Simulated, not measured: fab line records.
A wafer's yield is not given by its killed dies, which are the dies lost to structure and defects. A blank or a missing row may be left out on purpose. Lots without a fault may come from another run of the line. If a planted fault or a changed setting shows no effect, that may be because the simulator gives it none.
A lot that was struck, set against a sound lot | flow sky130 | 17 steps out of a route of 708
Sound: wafers L292.1, L292.2, L292.3. Wafers struck: L298.1, L298.4, L298.6. The cause comes at the end.
Each step with rows lists, per side, the tool, then ch with its chambers, then its first start. Under that, the readings that differ: sound wafers | struck wafers | difference of the means | sigmas: that difference in standard deviations of wafers without a fault.
alike: same words and numbers on both sides, and readings whose means sit less than 2 such deviations apart. not compared: any withheld reading, any reading some wafer has no value for, any bound like >300 that may hide the same value, and any number with overlapping values for which the record gives no deviation.
A row with sigmas, a row that says differs or no value, or rows on one side alone: a step with any of these is where the two part. Non-overlapping numbers with no deviation appear without sigmas and do not part them. A reading that every wafer of one side lacks parts them only if that side has two wafers or more.

SKY_VIA2_CMP_02: polishes SiO2.
  sound on cmp-01 ch 0,1,2, day 37 23:53; struck on cmp-01 ch 1,2, day 39 20:35
  alike: motor-current-A
SKY_VIA2_BOW_MEAS_03:
  struck on film-metro-04, day 39 20:53; sound on film-metro-04, day 38 00:08
  alike: VIA2_BOW
then, 8 steps without rows for these wafers: SKY_VIA2_DEHYDRATE_04 (time 60 s); SKY_VIA2_HMDS_05 (prime time 60 s); SKY_VIA2_COAT_06 (resist thk 60 nm); SKY_VIA2_COAT_07 (resist thk 450 nm); SKY_VIA2_SOFTBAKE_08 (time 90 s); SKY_VIA2_EXPOSE_09 (exposes mask VIM2, target cd 200 nm); SKY_VIA2_PEB_10; SKY_VIA2_DEVELOP_11 (develop time 60 s).
SKY_VIA2_CD_MEAS_12: target cd 200 nm.
  struck on cd-sem-02, day 40 21:10; sound on cd-sem-02, day 39 01:10
  alike: cd-nm
SKY_VIA2_OVL_MEAS_13:
  struck on overlay-02, day 40 21:17; sound on overlay-02, day 39 01:17
  alike: VIA2_OVL
SKY_VIA2_ETCH_14: etches BARC in N2/H2, stops on SiO2, time 45.9 s, target depth 60 nm.
  sound on rie-diel-02 ch 0,1,2, day 39 01:19; struck on rie-diel-03 ch 0,2,3, day 40 21:20
  reading                                     | sound             | struck            | difference | sigmas
  drypump-motor-current-A (A)                 | 6.6 6.2 6.2       | 5.7 5.8 5.2       | -0.8       | -2
  oes-product-au (a.u.)                       | 0.852 0.855 0.857 | 0.758 0.759 0.755 | -0.097     | -20
  run-length-s (s)                            | 74.5 74.5 73.6    | 85.1 86.1 86.7    | +11.8      | +23
  model.KrF-thick_of_VIA2_COAT_07.thk-nm (nm) | 392.9 392.9 394   | 377.5 378.9 378.6 | -14.9      |
  alike: throttle-valve-pct
  not compared: rf-hours-counter-h
SKY_VIA2_ETCH_15: etches SiO2 in C4F8/O2/Ar, stops on TiN, target depth 546 nm, time 84 s.
  sound on rie-diel-02 ch 0,1,2, day 39 01:22; struck on rie-diel-03 ch 0,2,3, day 40 21:22
  reading                                     | sound             | struck            | difference | sigmas
  model.KrF-thick_of_VIA2_COAT_07.thk-nm (nm) | 284.3 285.3 285.8 | 269.1 269.6 269.7 | -15.7      |
  alike: oes-product-au, run-length-s
SKY_VIA2_STRIP_16: strips in O2/N2.
  sound on plasma-asher-04 ch 0,1, day 39 01:25; struck on plasma-asher-04 ch 0, day 40 21:26
  reading                      | sound             | struck            | difference | sigmas
  strip-time-to-endpoint-s (s) | 4.053 4.054 4.077 | 3.900 3.883 3.908 | -0.164     | -7
  alike: drypump-motor-current-A, oes-product-au
  not compared: rf-hours-counter-h
then, 1 step without rows for these wafers: SKY_VIA2_STRIP_17 (strips in post etch residue remover, time 1200 s).
-- the record jumps here: 9 days lie between the struck wafers' starts before and after (it left off in module VIA2 and takes up again in module PAD_OPEN, whose first step shown is number 708 of the route) --
SKY_PAD_OPEN_PROBE_99:
  struck on prober-02, day 49 11:19; sound on prober-02, day 48 01:44
  alike: defect-limited-yield, killed_at_M0_to_M3, killed_at_M4_up, killed-at-contacts, killed-at-front-end, killed-at-other, killed-dies, killed-open, killed-short, sort_bin_3_pad_short, sort_bin_5_function, sort_bin_6_memory, sort-n-pass, sort-yield-pct

WHERE THEY PART
First at SKY_VIA2_ETCH_14; last, within this record, at SKY_VIA2_STRIP_16. Later steps at which nothing parts them and some readings are alike: SKY_PAD_OPEN_PROBE_99.

WHY: what the simulator had put in
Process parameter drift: rie-diel-03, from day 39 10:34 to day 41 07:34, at SKY_VIA2_ETCH_14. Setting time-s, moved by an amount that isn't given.
